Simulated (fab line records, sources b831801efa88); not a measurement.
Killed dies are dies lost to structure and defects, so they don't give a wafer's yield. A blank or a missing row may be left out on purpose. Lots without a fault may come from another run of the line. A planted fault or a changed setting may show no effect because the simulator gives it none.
A struck lot beside a sound one | flow sky130 | 16 steps out of a route of 708
Sound: wafers L510.1, L510.2, L510.3. Struck: wafers L514.3, L514.5, L514.6. The cause comes at the end.
At each step with rows: each side's tool, then ch and its chambers, then its first start. Under that, the readings that differ: sound wafers | struck wafers | difference of the means | sigmas: that difference in standard deviations of wafers without a fault.
alike: readings whose means differ by less than 2 such deviations, and words and numbers that are the same on both sides. not compared: withheld readings, readings that some wafer has no value for, bounds like >300 that may hide the same value, and numbers for which the record gives no deviation and whose values overlap.
The two part at a step that has a row with sigmas, a row that says differs or no value, or rows on one side only. Numbers that don't overlap but have no deviation are shown without sigmas and don't part them. A reading that every wafer of one side lacks parts them only if that side has two wafers or more.

SKY_NWELL_RS_MEAS_29: measures by four-point-probe.
  sound on film_metro-01, day 5 14:48; struck on film_metro-02, day 6 17:32
  reading           | sound             | struck            | difference | sigmas
  NWELL_RS (ohm/sq) | 624.1 623.3 620.8 | 625.7 625.2 627.7 | +3.5       | +2
SKY_NWELL_RS_MEAS_31: measures by four-point-probe.
  sound on film_metro-01, day 5 15:02; struck on film_metro-02, day 6 17:46
  alike: PWDE_RS
then, 7 steps without rows for these wafers: SKY_VT_ADJUST_HVTP_DEHYDRATE_00 (time 60 s); SKY_VT_ADJUST_HVTP_HMDS_01 (prime time 60 s); SKY_VT_ADJUST_HVTP_COAT_02 (resist thk 1140 nm); SKY_VT_ADJUST_HVTP_SOFTBAKE_03 (time 60 s); SKY_VT_ADJUST_HVTP_EXPOSE_04 (exposes mask HVTPM, target cd 380 nm); SKY_VT_ADJUST_HVTP_PEB_05; SKY_VT_ADJUST_HVTP_DEVELOP_06 (develop time 60 s).
SKY_VT_ADJUST_HVTP_CD_MEAS_07: target cd 380 nm.
  sound on cd_sem-01, day 6 09:12; struck on cd_sem-02, day 7 12:47
  alike: cd_nm
SKY_VT_ADJUST_HVTP_OVL_MEAS_08:
  sound on overlay-01, day 6 09:19; struck on overlay-01, day 7 12:53
  alike: VT_ADJUST_HVTP_OVL
SKY_VT_ADJUST_HVTP_IMPLANT_09:
  sound on implanter-01 ch 0, day 6 09:22; struck on implanter-01 ch 0, day 7 12:58
  reading            | sound                         | struck                       | difference | sigmas
  dose_ions_cm2      | 4.301e+12 4.297e+12 4.298e+12 | 5.028e+12 5.02e+12 5.019e+12 | +7.237e+11 | +99 or more
  faraday_current_uA | 24.3 24.7 24.4                | 28.1 28.2 27.8               | +3.6       | +7
SKY_VT_ADJUST_HVTP_STRIP_10: strips in O2/N2.
  sound on plasma_asher-03 ch 0,1, day 6 09:31; struck on plasma_asher-02 ch 0,1, day 7 13:05
  reading                      | sound             | struck            | difference | sigmas
  strip_time_to_endpoint_s (s) | 14.22 14.21 14.25 | 14.14 14.15 14.15 | -0.08      | -2
  alike: drypump_motor_current_A, oes_product_au
  not compared: rf_hours_counter_h
SKY_VT_ADJUST_HVTP_TW_MEAS_11:
  sound on film_metro-03, day 6 09:37; struck on film_metro-04, day 7 13:11
  reading           | sound          | struck         | difference | sigmas
  VT_ADJUST_HVTP_TW | 1345 1339 1342 | 1474 1464 1460 | +124       | +6
then, 1 step without rows for these wafers: SKY_VT_ADJUST_LVTN_DEHYDRATE_00 (time 60 s).
-- the record jumps here: 40 days lie between the struck wafers' starts before and after (it left off in module VT_ADJUST_LVTN and takes up again in module PAD_OPEN, whose first step shown is number 708 of the route) --
SKY_PAD_OPEN_PROBE_99:
  sound on prober-01, day 45 20:41; struck on prober-01, day 47 05:40
  reading                                  | sound                | struck               | difference | sigmas
  model.etest.tip_p.rs_ohm_sq              | 6784 6822 6782       | 7208 7212 7212       | +415       |
  model.etest.pfet_01v8.r_on_ohm_um        | 2823 2764 2828       | 2929 2936 3008       | +153       |
  model.etest.pfet_01v8.drive_ua_um        | 198.4 201.2 197.3    | 185.9 184.8 178.3    | -16.0      |
  model.etest.pfet_01v8_mvt.drive_ua_um    | 155.4 157.2 156.4    | 140.8 140.5 137.1    | -16.9      |
  model.etest.pfet_01v8_hvt.drive_ua_um    | 148 153.9 148.5      | 140.2 141.1 134.6    | -11.5      |
  model.etest.sram_pfet_latch.drive_ua_um  | 153 151.6 154.7      | 142.1 142.1 134.6    | -13.5      |
  model.etest.pfet_01v8.off_log10_a_um     | -9.775 -9.089 -9.552 | -10.79 -10.82 -11.25 | -1.48      |
  model.etest.pfet_01v8_mvt.off_log10_a_um | -10.51 -10.33 -10.4  | -11.89 -12.12 -12.17 | -1.65      |
  alike: killed_at_M0_to_M3, killed_at_M4_up, killed_at_contacts, killed_at_front_end, killed_at_other, killed_dies, killed_open, killed_short

WHERE THEY PART
First at SKY_NWELL_RS_MEAS_29; last, within this record, at SKY_VT_ADJUST_HVTP_TW_MEAS_11. Later steps at which nothing parts them and some readings are alike: SKY_PAD_OPEN_PROBE_99.

WHY: what the simulator had put in
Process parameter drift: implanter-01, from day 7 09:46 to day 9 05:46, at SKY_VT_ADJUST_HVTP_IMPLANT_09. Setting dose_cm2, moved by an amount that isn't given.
